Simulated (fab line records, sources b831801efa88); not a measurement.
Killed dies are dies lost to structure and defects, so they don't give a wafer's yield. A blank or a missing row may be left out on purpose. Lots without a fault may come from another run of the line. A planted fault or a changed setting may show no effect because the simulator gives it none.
Which tool did it? | flow sky130 | 11 lots, 33 wafers sampled, at 7 steps of a route of 708

WHAT THE GAUGES READ, wafer by wafer
SKY_RES_XHIGH_TW_MEAS_09.
lot  | measured     | on            | RES_XHIGH_TW
L172 | day 26 22:28 | film_metro-04 | 1657 1650 1645
L173 | day 27 08:30 | film_metro-03 | 1646 1627 1644
L175 | day 28 03:30 | film_metro-03 | 1629 1637 1623
L183 | day 31 01:42 | film_metro-03 | 1658 1644 1643
L187 | day 31 20:12 | film_metro-04 | 1648 1651 1652
L188 | day 32 05:58 | film_metro-03 | 1661 1662 1655
L189 | day 32 16:08 | film_metro-04 | 1645 1638 1626
L191 | day 33 07:05 | film_metro-02 | 1639 1638 1638
L193 | day 33 23:03 | film_metro-02 | 1645 1621 1645
L194 | day 34 02:28 | film_metro-02 | 1630 1637 1634
L195 | day 34 07:37 | film_metro-03 | 1653 1641 1641

SKY_SD_N_CD_MEAS_07: target cd 380 nm.
lot  | measured     | on        | cd_nm (nm)
L172 | day 28 03:12 | cd_sem-01 | 378.5 381.7 382.6
L173 | day 28 13:12 | cd_sem-01 | 382.7 384.0 381.7
L175 | day 29 08:05 | cd_sem-02 | 379.5 380.0 376.2
L183 | day 32 05:41 | cd_sem-01 | 377.2 378.4 -
L187 | day 32 23:36 | cd_sem-01 | 379.7 379.9 379.7
L188 | day 33 09:52 | cd_sem-02 | 376.4 378.5 378.5
L189 | day 33 18:48 | cd_sem-02 | 377.0 376.3 381.1
L191 | day 34 09:27 | cd_sem-02 | 384.6 382.9 382.8
L193 | day 35 01:46 | cd_sem-02 | 382.9 382.1 383.7
L194 | day 35 03:38 | cd_sem-01 | 379.4 379.7 377.5
L195 | day 35 10:29 | cd_sem-01 | 375.5 375.9 377.3

SKY_SD_N_OVL_MEAS_08.
lot  | measured     | on         | SD_N_OVL (nm)
L172 | day 28 03:18 | overlay-02 | 1.6 2.2 1.4
L173 | day 28 13:19 | overlay-02 | 0.0 -0.9 -1.1
L175 | day 29 08:13 | overlay-01 | -2.6 -0.7 -2.5
L183 | day 32 05:49 | overlay-02 | 1.9 0.1 -
L187 | day 32 23:43 | overlay-02 | -0.3 -1.1 -0.8
L188 | day 33 09:58 | overlay-01 | 0.5 0.2 -0.6
L189 | day 33 18:55 | overlay-02 | 0.6 0.3 -1.6
L191 | day 34 09:32 | overlay-01 | 0.9 -0.5 -0.2
L193 | day 35 01:52 | overlay-01 | -2.2 -2.7 -1.4
L194 | day 35 03:46 | overlay-02 | -0.4 -1.7 -1.8
L195 | day 35 10:37 | overlay-02 | -0.8 -0.8 -0.5

SKY_SD_N_TW_MEAS_12.
lot  | measured     | on            | SD_N_TW
L172 | day 28 03:44 | film_metro-03 | 3953 3975 3957
L173 | day 28 13:45 | film_metro-03 | 3946 3974 3968
L175 | day 29 08:39 | film_metro-04 | 4000 3995 4024
L183 | day 32 06:15 | film_metro-04 | 4000 3999 30
L187 | day 33 00:09 | film_metro-04 | 4002 3992 3993
L188 | day 33 10:25 | film_metro-03 | 3970 3991 4005
L189 | day 33 19:21 | film_metro-03 | 3981 4003 3994
L191 | day 34 09:59 | film_metro-02 | 3980 3964 3977
L193 | day 35 02:19 | film_metro-04 | 3998 3992 4020
L194 | day 35 04:12 | film_metro-04 | 4021 4018 4037
L195 | day 35 11:03 | film_metro-04 | 4037 4017 4010

WHICH TOOL RAN EACH LOT (tool, then ch and the chambers of the sampled wafers, then the start)
lot  | SKY_LDD_HVP_STRIP_09                 | SKY_RES_XHIGH_STRIP_08               | SKY_SD_N_DEVELOP_06
L172 | plasma_asher-01 ch 0,1, day 21 20:32 | plasma_asher-04 ch 0,1, day 26 22:21 | litho_track-01 ch 0, day 28 03:01
L173 | plasma_asher-04 ch 0,1, day 22 07:11 | plasma_asher-04 ch 0,1, day 27 08:24 | litho_track-03 ch 0, day 28 13:03
L175 | plasma_asher-03 ch 0,1, day 23 04:17 | plasma_asher-03 ch 0,1, day 28 03:24 | litho_track-04 ch 0, day 29 07:56
L183 | plasma_asher-03 ch 0,1, day 26 03:53 | plasma_asher-01 ch 0, day 31 01:36   | litho_track-01 ch 0, day 32 05:32
L187 | plasma_asher-01 ch 0,1, day 26 23:47 | plasma_asher-03 ch 0,1, day 31 20:06 | litho_track-03 ch 0, day 32 23:27
L188 | plasma_asher-03 ch 0,1, day 27 09:56 | plasma_asher-04 ch 0,1, day 32 05:52 | litho_track-03 ch 0, day 33 09:43
L189 | plasma_asher-04 ch 0,1, day 28 00:11 | plasma_asher-03 ch 0,1, day 32 16:02 | litho_track-03 ch 0, day 33 18:39
L191 | plasma_asher-03 ch 0,1, day 28 13:07 | plasma_asher-03 ch 0,1, day 33 06:59 | litho_track-04 ch 0, day 34 09:19
L193 | plasma_asher-03 ch 0,1, day 29 03:17 | plasma_asher-01 ch 0,1, day 33 22:56 | litho_track-03 ch 0, day 35 01:37
L194 | plasma_asher-03 ch 0,1, day 29 07:29 | plasma_asher-03 ch 0,1, day 34 02:22 | litho_track-01 ch 0, day 35 03:29
L195 | plasma_asher-01 ch 1, day 29 15:56   | plasma_asher-01 ch 0,1, day 34 07:31 | litho_track-04 ch 0, day 35 10:20
- SKY_LDD_HVP_STRIP_09: strips in O2/N2.
- SKY_RES_XHIGH_STRIP_08: strips in O2/N2.
- SKY_SD_N_DEVELOP_06: develop time 60 s.

WHAT THE TOOLS THEMSELVES READ (means of the sampled wafers that have a number; where no wafer has one, the mark that the record gives instead)
SKY_LDD_HVP_STRIP_09.
lot  | tool            | drypump_motor_current_A (A) | oes_product_au (a.u.) | strip_time_to_endpoint_s (s)
L172 | plasma_asher-01 | 5.47                        | 0.410                 | 4.117
L173 | plasma_asher-04 | 5.33                        | 0.408                 | 4.122
L175 | plasma_asher-03 | 5.55                        | 0.406                 | 4.130
L183 | plasma_asher-03 | 5.55                        | 0.406                 | 4.117
L187 | plasma_asher-01 | 5.49                        | 0.409                 | 4.133
L188 | plasma_asher-03 | 5.56                        | 0.411                 | 4.133
L189 | plasma_asher-04 | 5.31                        | 0.408                 | 4.155
L191 | plasma_asher-03 | 5.44                        | 0.409                 | 4.131
L193 | plasma_asher-03 | 5.43                        | 0.406                 | 4.145
L194 | plasma_asher-03 | 5.43                        | 0.407                 | 4.124
L195 | plasma_asher-01 | 5.43                        | 0.415                 | 4.155

SKY_RES_XHIGH_STRIP_08.
lot  | tool            | drypump_motor_current_A (A) | oes_product_au (a.u.) | strip_time_to_endpoint_s (s)
L172 | plasma_asher-04 | 5.31                        | 0.709                 | 14.23
L173 | plasma_asher-04 | 5.32                        | 0.709                 | 14.26
L175 | plasma_asher-03 | 5.56                        | 0.712                 | 14.28
L183 | plasma_asher-01 | 5.53                        | 0.709                 | 14.28
L187 | plasma_asher-03 | 5.40                        | 0.711                 | 14.24
L188 | plasma_asher-04 | 5.49                        | 0.709                 | 14.25
L189 | plasma_asher-03 | 5.42                        | 0.708                 | 14.31
L191 | plasma_asher-03 | 5.55                        | 0.718                 | 14.24
L193 | plasma_asher-01 | 5.50                        | 0.708                 | 14.18
L194 | plasma_asher-03 | 5.41                        | 0.712                 | 14.24
L195 | plasma_asher-01 | 5.48                        | 0.714                 | 14.24

THE ANSWER, worked out from the rows above alone
Rule: what is usual is taken from the lots themselves. Put in order of their means at a reading, lots are off if they are a third of the lots or fewer, leave a main group of 4 or more, and stand apart from it by a gap of 3 or more times the standard deviation of the main group's means; of several such gaps the widest counts. A main group whose means are all the same, to the digits that the tables above print for the reading, isn't used. A lot without any number at a reading at which 4 lots or more have one is off too. The other lots that the step has rows for count as sound. The gauges are gone through in route order, then the tools' own readings, and for those a lot's mean is taken as printed above. The first step at which some lot is off is used, and at that step the reading that is off furthest; a lot without a number counts as furthest.
Off: L183, at SKY_SD_N_TW_MEAS_12 (SD_N_TW). The main group: mean 3993, standard deviation 21.
A tool fits if, at a process step before that reading, it ran every lot that is off, and no sound lot after the first of them. The gauges at SKY_SD_N_TW_MEAS_12 are tried like those tools. None of those tried fits.

WHAT THE SIMULATOR HAD PUT IN
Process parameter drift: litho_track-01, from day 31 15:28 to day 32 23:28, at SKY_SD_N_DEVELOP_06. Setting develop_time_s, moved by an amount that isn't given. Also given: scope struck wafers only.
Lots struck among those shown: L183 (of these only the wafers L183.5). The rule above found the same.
